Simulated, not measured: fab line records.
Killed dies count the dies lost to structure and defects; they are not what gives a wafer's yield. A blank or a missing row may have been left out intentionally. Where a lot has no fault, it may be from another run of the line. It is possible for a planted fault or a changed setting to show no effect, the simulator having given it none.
A single fault, viewed from 2 desks | flow sky130 | what lay behind the numbers comes last; until then each desk has only its own

== AT THE TOOL OWNER'S DESK: lithoTrack-04 ==
SKY_METAL2_PEB_13, tool's own readings: per-lot mean of the sampled wafers with a number, covering each lot this tool ran. The brackets show how far a lot's mean lies from the usual mean; more than 4 standard deviations puts the lot out of limits, marked OUT.
Columns: A = exhaustPa at SKY_METAL2_PEB_13, usual 45.0 Pa
lot  | first seen here | A
L350 | day 35 13:00    | 44.7
L352 | day 36 11:00    | 45.1
L355 | day 37 05:00    | 45.0
L354 | day 37 06:00    | 45.5
L365 | day 40 14:00    | 45.0
L371 | day 41 22:00    | 46.2
This desk's finding: nothing out of limits on any of the 6 lots.

== AT THE METROLOGY DESK ==
What the gauges read, lot by lot, whatever tool the lot ran on: means of the sampled wafers that have a number. The brackets show how far a lot's mean lies from the usual mean; more than 4 standard deviations puts the lot out of limits, marked OUT.
Columns: A = INCOMING_BOW at SKY_FIELD_ISO_BOW_MEAS_00, usual -1 um; B = FIELD_ISO_CVD_03_THK at SKY_FIELD_ISO_THK_MEAS_04, usual 164.6 nm; C = FIELD_ISO_CVD_24_THK at SKY_FIELD_ISO_THK_MEAS_25, usual 596 nm
lot  | first seen here | A  | B     | C
L350 | day 1 15:01     | 0  | 163.9 | 590
L351 | day 1 20:01     | -2 | 164.3 | 594
L352 | day 2 01:01     | -3 | 165.6 | 594
L353 | day 2 06:00     | 4  | 165.1 | 600
L354 | day 2 11:00     | 4  | 164.8 | 597
L355 | day 2 16:04     | 1  | 163.6 | 584
L356 | day 2 21:00     | 3  | 166.4 | 593
L357 | day 3 02:00     | -5 | 164.0 | 594
L362 | day 4 03:00     | -5 | 163.4 | 604
L363 | day 4 08:00     | 1  | 162.9 | 590
L365 | day 4 18:01     | -1 | 165.2 | 587
L368 | day 5 09:00     | -4 | 164.6 | 601
L371 | day 6 00:04     | -9 | 166.2 | 600
L372 | day 6 05:04     | 1  | 165.1 | 596
This desk's finding: nothing out of limits on any of the 14 lots.

== PUT TOGETHER ==
The tool owner's desk saw nothing out of limits.
The metrology desk saw nothing out of limits.

== WHAT WAS PUT IN BY THE SIMULATOR ==
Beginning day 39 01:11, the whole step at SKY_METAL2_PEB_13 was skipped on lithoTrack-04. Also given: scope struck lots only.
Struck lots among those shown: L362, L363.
